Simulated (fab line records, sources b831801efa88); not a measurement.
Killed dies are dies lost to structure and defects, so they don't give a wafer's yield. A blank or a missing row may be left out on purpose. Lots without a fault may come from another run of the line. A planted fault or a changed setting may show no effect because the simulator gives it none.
Which tool did it? | flow gf180mcu | 13 lots, 39 wafers sampled, at 3 steps of a route of 602

WHAT THE GAUGES READ, wafer by wafer
GF_NSD_CD_MEAS_07: target cd 400 nm. Usual: cd_nm 400 nm, standard deviation 3.2.
lot  | measured     | on        | cd_nm (nm)  | flag
L943 | day 13 20:05 | cd_sem-01 | 399 398 400 |
L945 | day 14 18:45 | cd_sem-02 | 399 400 399 |
L946 | day 14 23:31 | cd_sem-01 | 399 399 402 |
L947 | day 15 11:20 | cd_sem-02 | 403 407 404 |
L948 | day 15 20:40 | cd_sem-02 | 399 400 399 |
L949 | day 16 00:34 | cd_sem-01 | 399 397 401 |
L951 | day 16 18:37 | cd_sem-02 | 408 406 405 |
L954 | day 17 20:22 | cd_sem-02 | 403 406 404 |
L957 | day 18 17:20 | cd_sem-01 | 402 401 404 |
L962 | day 20 10:45 | cd_sem-02 | 401 399 398 |
L964 | day 21 09:55 | cd_sem-01 | 399 401 399 |

WHICH TOOL RAN EACH LOT (tool, then ch and the chambers of the sampled wafers, then the start)
lot  | GF_VT_IMPLANT_RTA_45             | GF_DUAL_GATE_STRIP_13
L943 | rtp_anneal-02 ch 0, day 8 01:10  | plasma_asher-01 ch 0,1, day 8 20:16
L945 | rtp_anneal-02 ch 0, day 8 17:14  | plasma_asher-01 ch 0,1, day 9 12:20
L946 | rtp_anneal-01 ch 0, day 8 22:26  | plasma_asher-03 ch 0,1, day 9 17:00
L947 | rtp_anneal-02 ch 0, day 9 05:23  | plasma_asher-01 ch 0,1, day 10 02:28
L948 | rtp_anneal-01 ch 0, day 9 12:12  | plasma_asher-03 ch 1, day 10 09:04
L949 | rtp_anneal-02 ch 0, day 9 19:44  | plasma_asher-03 ch 1, day 10 17:33
L951 | rtp_anneal-02 ch 0, day 10 09:31 | plasma_asher-03 ch 0,1, day 11 05:50
L952 | rtp_anneal-02 ch 0, day 10 15:59 | plasma_asher-03 ch 0,1, day 11 12:16
L953 | rtp_anneal-01 ch 0, day 10 22:36 | plasma_asher-04 ch 0,1, day 11 19:25
L954 | rtp_anneal-01 ch 0, day 11 05:38 | plasma_asher-03 ch 0,1, day 12 04:01
L957 | rtp_anneal-02 ch 0, day 11 23:34 | plasma_asher-03 ch 0,1, day 12 21:07
L962 | rtp_anneal-02 ch 0, day 13 08:58 | plasma_asher-03 ch 0,1, day 14 07:43
L964 | rtp_anneal-01 ch 0, day 14 01:32 | plasma_asher-04 ch 0,1, day 15 00:47
- GF_VT_IMPLANT_RTA_45: time 30 s.
- GF_DUAL_GATE_STRIP_13: strips in O2/N2.

WHAT THE TOOLS THEMSELVES READ (means of the sampled wafers that have a number; where no wafer has one, the mark that the record gives instead)
GF_VT_IMPLANT_RTA_45. Usual: chamber_o2_ppm 1.999, standard deviation 0.02; lamp_power_pct 36.26 %, standard deviation 0.25; wafer_temp_C_max 1053.8, standard deviation 0.76.
lot  | tool          | chamber_o2_ppm | lamp_power_pct (%) | wafer_temp_C_max | flag
L943 | rtp_anneal-02 | 2.013          | 36.06              | 1053.9           |
L945 | rtp_anneal-02 | 1.984          | 36.10              | 1054.1           |
L946 | rtp_anneal-01 | 1.983          | 36.55              | 1054.4           |
L947 | rtp_anneal-02 | 1.997          | 36.07              | 1054.6           |
L948 | rtp_anneal-01 | 1.965          | 36.53              | 1053.9           |
L949 | rtp_anneal-02 | 2.008          | 36.04              | 1054.6           |
L951 | rtp_anneal-02 | 2.008          | 36.05              | 1053.2           |
L952 | rtp_anneal-02 | 1.999          | 36.08              | 1053.5           |
L953 | rtp_anneal-01 | 1.989          | 36.57              | 1053.7           |
L954 | rtp_anneal-01 | 2.009          | 36.54              | 1053.8           |
L957 | rtp_anneal-02 | 1.999          | 36.08              | 1053.4           |
L962 | rtp_anneal-02 | 2.014          | 36.06              | 1053.9           |
L964 | rtp_anneal-01 | 2.017          | 36.60              | 1053.3           |

GF_DUAL_GATE_STRIP_13. Usual: chamber_pressure_mTorr 1500.3 mTorr, standard deviation 1.3; drypump_motor_current_A 5.6 A, standard deviation 0.44; heater_power_w 308 W, standard deviation 16; oes_product_au 0.716 a.u., standard deviation 0.0046; platen_temp_c 250.00 C, standard deviation 0.19; strip_time_to_endpoint_s 12.62 s, standard deviation 0.032.
lot  | tool            | chamber_pressure_mTorr (mTorr) | drypump_motor_current_A (A) | heater_power_w (W) | oes_product_au (a.u.) | platen_temp_c (C) | strip_time_to_endpoint_s (s) | flag
L943 | plasma_asher-01 | 1501.9                         | 5.7                         | 324                | 0.718                 | 250.15            | 12.57                        |
L945 | plasma_asher-01 | 1499.9                         | 5.7                         | 331                | 0.715                 | 249.88            | 12.58                        |
L946 | plasma_asher-03 | 1498.9                         | 5.5                         | 300                | 0.714                 | 250.08            | 12.66                        |
L947 | plasma_asher-01 | 1499.3                         | 6.1                         | 321                | 0.715                 | 250.03            | 12.66                        |
L948 | plasma_asher-03 | 1499.4                         | 5.5                         | 303                | 0.716                 | 249.87            | 12.63                        |
L949 | plasma_asher-03 | 1501.4                         | 5.5                         | 308                | 0.718                 | 249.75            | 12.62                        |
L951 | plasma_asher-03 | 1500.2                         | 5.6                         | 296                | 0.716                 | 250.14            | 12.64                        |
L952 | plasma_asher-03 | -                              | -                           | -                  | -                     | -                 | -                            | OFF
L953 | plasma_asher-04 | -                              | -                           | -                  | -                     | -                 | -                            | OFF
L954 | plasma_asher-03 | 1500.2                         | 5.5                         | 299                | 0.720                 | 250.14            | 12.66                        |
L957 | plasma_asher-03 | 1499.4                         | 5.5                         | 309                | 0.718                 | 249.88            | 12.63                        |
L962 | plasma_asher-03 | 1499.7                         | 5.5                         | 301                | 0.716                 | 250.06            | 12.56                        |
L964 | plasma_asher-04 | 1500.3                         | 5.1                         | 319                | 0.716                 | 249.99            | 12.63                        |

THE ANSWER, worked out from the rows above alone
Rule: a lot is off if the mean of its wafers that have a number lies more than 3 standard deviations from the usual mean. A lot without any number at a reading at which 4 lots or more have one is off too. The other lots that the step has rows for count as sound. The gauges are gone through in route order, then the tools' own readings, and for those a lot's mean is taken as printed above. The first step at which some lot is off is used, and at that step the reading that is off furthest; a lot without a number counts as furthest.
Off: L952, L953, at GF_DUAL_GATE_STRIP_13 (chamber_pressure_mTorr). Without a number there: L952, L953.
A tool fits if, at that step or a process step before it, it ran every lot that is off, and no sound lot after the first of them. None of those tried fits.

WHAT THE SIMULATOR HAD PUT IN
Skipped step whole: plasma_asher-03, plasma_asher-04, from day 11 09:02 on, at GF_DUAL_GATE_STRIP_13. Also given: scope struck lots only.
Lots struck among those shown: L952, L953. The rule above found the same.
